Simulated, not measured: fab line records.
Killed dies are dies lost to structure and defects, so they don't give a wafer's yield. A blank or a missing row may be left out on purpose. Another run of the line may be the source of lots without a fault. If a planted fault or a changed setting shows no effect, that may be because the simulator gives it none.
Chamber matching || flow gf180mcu || 4 sister chambers for GF_V2_CMP_26 on cmp-02
The step polishes, stops on SiO2, t overpolish 15 s, target thk 0 nm. 4 wafers are shown with their chamber, then 7 later ones without.

== EACH WAFER AND ITS CHAMBER ==
{"wafer": "L328.4", "chamber": 0, "motor current A (A)": 9.7}
{"wafer": "L328.5", "chamber": 1, "motor current A (A)": 10.7}
{"wafer": "L330.1", "chamber": 3, "motor current A (A)": 12.0}
{"wafer": "L330.2", "chamber": 2, "motor current A (A)": 11.3}

== WAFERS WHOSE CHAMBER IS MISSING ==
{"wafer": "L330.6", "motor current A (A)": 9.9}
{"wafer": "L339.1", "motor current A (A)": 10.4}
{"wafer": "L339.4", "motor current A (A)": 11.0}
{"wafer": "L339.6", "motor current A (A)": 11.4}
{"wafer": "L346.1", "motor current A (A)": 12.3}
{"wafer": "L346.2", "motor current A (A)": 9.6}
{"wafer": "L346.5", "motor current A (A)": 10.8}

== CHAMBER TAKEN BY EACH ==
{"wafer": "L330.6", "from the rows above": 0, "in truth": 0}
{"wafer": "L339.1", "from the rows above": "can't be placed: 1 or 0", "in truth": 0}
{"wafer": "L339.4", "from the rows above": "can't be placed: 1 or 2", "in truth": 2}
{"wafer": "L339.6", "from the rows above": 2, "in truth": 2}
{"wafer": "L346.1", "from the rows above": 3, "in truth": 3}
{"wafer": "L346.2", "from the rows above": 0, "in truth": 0}
{"wafer": "L346.5", "from the rows above": "can't be placed: 1 or 2", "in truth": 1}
Correctly placed: 4 of 7. Not placeable from these rows: 3 (in 3, the candidates include the true chamber). Number placed wrongly: 0.
How it was worked out, from the rows above alone: a wafer's distance from a chamber is the root of the sum, over the readings, of the square of ((its reading less the chamber's mean) divided by the reading's scatter). If the next closest chamber is less than 2 further off than the closest, the wafer can't be placed; otherwise it belongs to the closest. The mean given for a chamber averages the wafers shown for that chamber. The scatter: root of mean squared gap, hidden wafer to nearest shown wafer, with one shown wafer a chamber.
